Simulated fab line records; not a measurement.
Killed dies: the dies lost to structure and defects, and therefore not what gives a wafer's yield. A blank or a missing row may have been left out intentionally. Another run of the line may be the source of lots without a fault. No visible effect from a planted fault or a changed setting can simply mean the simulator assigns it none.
Which of the tools did it? + flow sky130 + 7 lots, 21 wafers sampled, at 3 steps of a route of 708

== WHAT THE GAUGES SHOWED, per wafer ==
SKY_METAL1_RS_MEAS_05: measurement is done with a four-point probe.
| lot  | measured     | on            | METAL1_ALCU_RS (ohm/sq)                   |
|------|--------------|---------------|-------------------------------------------|
| L210 | day 31 19:56 | film-metro-04 | 0.1250 0.1260 0.1247                      |
| L213 | day 32 22:55 | film-metro-03 | 0.1267 0.1256 0.1240                      |
| L217 | day 34 06:09 | film-metro-04 | 0.1248 0.1235 0.1243                      |
| L221 | day 35 17:33 | film-metro-03 | 0.1236 0.1247 0.1241                      |
| L224 | day 36 09:20 | film-metro-02 | 0.1245 0.1227 0.1238                      |
| L228 | day 37 14:33 | film-metro-02 | 0.1252 0.1259 0.0812 0.1250 0.1260 0.0809 |
| L231 | day 38 10:31 | film-metro-02 | 0.1254 0.1252 0.1254                      |

== WHICH TOOL RAN EACH LOT (tool, then ch and the chambers of the sampled wafers, then the start) ==
| lot  | SKY_CONTACT_SPUTTER_23       | SKY_METAL1_SPUTTER_02        |
|------|------------------------------|------------------------------|
| L210 | pvd-sputter-04, day 31 19:09 | pvd-sputter-01, day 31 19:51 |
| L213 | pvd-sputter-02, day 32 22:05 | pvd-sputter-04, day 32 22:47 |
| L217 | pvd-sputter-04, day 34 05:18 | pvd-sputter-02, day 34 06:01 |
| L221 | pvd-sputter-04, day 35 16:44 | pvd-sputter-01, day 35 17:26 |
| L224 | pvd-sputter-04, day 36 08:32 | pvd-sputter-02, day 36 09:14 |
| L228 | pvd-sputter-04, day 37 13:30 | pvd-sputter-02, day 37 14:25 |
| L231 | pvd-sputter-02, day 38 09:42 | pvd-sputter-01, day 38 10:24 |
- SKY_CONTACT_SPUTTER_23: material TiN, target thk 20 nm, time 80 s.
- SKY_METAL1_SPUTTER_02: material AlCu, target thk 250 nm, time 13.3 s.

== THE ANSWER, worked out from the rows above alone ==
Rule: what is usual is taken from the lots themselves. The widest of any qualifying gaps counts: lots, ordered by their means at a reading, are off when they make up no more than a third of the lots, leave a main group of 4 or more, and stand apart from it by 3 or more times the standard deviation of that group's means. If all means in a main group match to the digits the tables above print for the reading, that group is not used. Also off: a lot with no number at a reading for which 4 or more lots have one. The other lots that the step has rows for count as sound.
Off: L228, at SKY_METAL1_RS_MEAS_05 (METAL1_ALCU_RS). For the main group the mean is 0.1247 ohm/sq and the standard deviation 0.00069.
If a tool, at a process step before that reading, ran all the lots that are off and no sound lot after the first of them, it fits. The gauges at SKY_METAL1_RS_MEAS_05 are tried like those tools. 2 tools fit, pvd-sputter-04 at SKY_CONTACT_SPUTTER_23 and pvd-sputter-02 at SKY_METAL1_SPUTTER_02, so this cannot tell which one it is.

== WHAT HAD BEEN PUT IN BY THE SIMULATOR ==
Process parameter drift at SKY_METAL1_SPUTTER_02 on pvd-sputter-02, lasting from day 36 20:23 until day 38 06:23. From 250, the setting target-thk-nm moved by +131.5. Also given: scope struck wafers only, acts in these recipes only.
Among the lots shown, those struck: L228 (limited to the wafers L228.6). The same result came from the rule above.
